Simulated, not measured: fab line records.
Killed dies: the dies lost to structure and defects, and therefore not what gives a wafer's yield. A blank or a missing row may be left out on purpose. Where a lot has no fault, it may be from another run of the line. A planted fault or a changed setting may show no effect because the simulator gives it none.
The tool behind it: which one? | flow sky130 | 18 wafers from 6 lots sampled at 2 of the route's 708 steps

## WHAT EACH GAUGE READ, for each wafer
SKY_VIA2_OVL_MEAS_13.
lot  | measured     | on         | VIA2_OVL (nm)
L243 | day 36 10:02 | overlay-02 | 3 6 5
L245 | day 37 17:59 | overlay-02 | 1 1 6
L247 | day 38 02:29 | overlay-01 | 0 12 1
L253 | day 39 23:28 | overlay-01 | 16 7 12
L258 | day 41 01:44 | overlay-01 | 13 8 10
L265 | day 43 00:08 | overlay-02 | 13 5 5

## TOOL THAT RAN EACH LOT (tool first, then ch and the chambers of the sampled wafers, then the start)
lot  | SKY_VIA2_EXPOSE_09
L243 | krf-scanner-02 ch 0, day 35 20:35
L245 | krf-scanner-02 ch 0, day 37 04:05
L247 | krf-scanner-01 ch 0, day 37 13:48
L253 | krf-scanner-01 ch 0, day 39 11:07
L258 | krf-scanner-01 ch 0, day 40 13:58
L265 | krf-scanner-01 ch 0, day 42 12:35
- SKY_VIA2_EXPOSE_09: exposes mask VIM2, target cd 200 nm.

## THE ANSWER, worked out from the rows above alone
Rule: what is usual is taken from the lots themselves. The widest of any qualifying gaps counts: lots, ordered by their means at a reading, are off when they make up no more than a third of the lots, leave a main group of 4 or more, and stand apart from it by 3 or more times the standard deviation of that group's means. If all means in a main group match to the digits the tables above print for the reading, that group is not used. Also off: a lot with no number at a reading for which 4 or more lots have one. Any other lot the step has rows for is counted as sound.
None of the lots is off at any reading shown; this tells nothing.

## WHAT HAD BEEN PUT IN BY THE SIMULATOR
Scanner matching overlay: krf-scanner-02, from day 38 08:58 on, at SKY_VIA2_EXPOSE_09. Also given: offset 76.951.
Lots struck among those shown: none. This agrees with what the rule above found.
